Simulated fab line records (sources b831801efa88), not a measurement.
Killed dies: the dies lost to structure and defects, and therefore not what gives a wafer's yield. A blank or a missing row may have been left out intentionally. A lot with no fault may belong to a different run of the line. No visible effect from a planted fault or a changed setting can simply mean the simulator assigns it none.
Matching of chambers :: flow gf180mcu :: GF_STI_CMP_25 on cmp-02: 4 sister chambers
The step polishes, stops on Si3N4, t overpolish 33 s, target thk 524.6 nm. 8 wafers are shown with their chamber, then 8 later ones without.

## WAFERS PAIRED WITH THEIR CHAMBERS
wafer: L941.1
chamber: 1
motor-current-A (A): 11.0
time-to-endpoint-s (s): 117

wafer: L942.1
chamber: 0
motor-current-A (A): 12.6
time-to-endpoint-s (s): 130

wafer: L942.4
chamber: 3
motor-current-A (A): 10.0
time-to-endpoint-s (s): 135

wafer: L946.5
chamber: 2
motor-current-A (A): 12.8
time-to-endpoint-s (s): 125

wafer: L946.6
chamber: 1
motor-current-A (A): 11.1
time-to-endpoint-s (s): 119

wafer: L948.1
chamber: 2
motor-current-A (A): 13.6
time-to-endpoint-s (s): 122

wafer: L948.2
chamber: 3
motor-current-A (A): 10.1
time-to-endpoint-s (s): 127

wafer: L948.4
chamber: 0
motor-current-A (A): 12.3
time-to-endpoint-s (s): 127

## WAFERS WITH NO CHAMBER GIVEN
wafer: L950.1
motor-current-A (A): 12.3
time-to-endpoint-s (s): 124

wafer: L950.2
motor-current-A (A): 9.9
time-to-endpoint-s (s): 131

wafer: L950.4
motor-current-A (A): 10.9
time-to-endpoint-s (s): 121

wafer: L951.4
motor-current-A (A): 12.7
time-to-endpoint-s (s): 126

wafer: L951.5
motor-current-A (A): 9.8
time-to-endpoint-s (s): 131

wafer: L951.6
motor-current-A (A): 12.9
time-to-endpoint-s (s): 126

wafer: L960.1
motor-current-A (A): 12.0
time-to-endpoint-s (s): 130

wafer: L960.5
motor-current-A (A): 12.6
time-to-endpoint-s (s): 126

## WHICH CHAMBER EACH ONE RAN IN
wafer: L950.1
from the rows above: can't be placed: 0 or 2
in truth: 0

wafer: L950.2
from the rows above: 3
in truth: 3

wafer: L950.4
from the rows above: 1
in truth: 1

wafer: L951.4
from the rows above: can't be placed: 0 or 2
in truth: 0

wafer: L951.5
from the rows above: 3
in truth: 3

wafer: L951.6
from the rows above: can't be placed: 2 or 0
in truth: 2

wafer: L960.1
from the rows above: 0
in truth: 0

wafer: L960.5
from the rows above: can't be placed: 0 or 2
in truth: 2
Correct placement for 4 of the 8. Cannot be placed on the basis of these rows: 4; the candidates contain the true chamber in 4. Wrongly placed: 0.
How it was worked out, from the rows above alone: a wafer's distance from a chamber is the root of the sum, over the readings, of the square of ((its reading less the chamber's mean) divided by the reading's scatter). The wafer belongs to the nearest chamber; if the next one is less than 2 further off, it can't be placed. A chamber's mean is the mean of its shown wafers. The scatter is the square root of a quotient: the sum, over the shown wafers, of each reading's squared deviation from its chamber's mean, divided by wafers minus chambers.
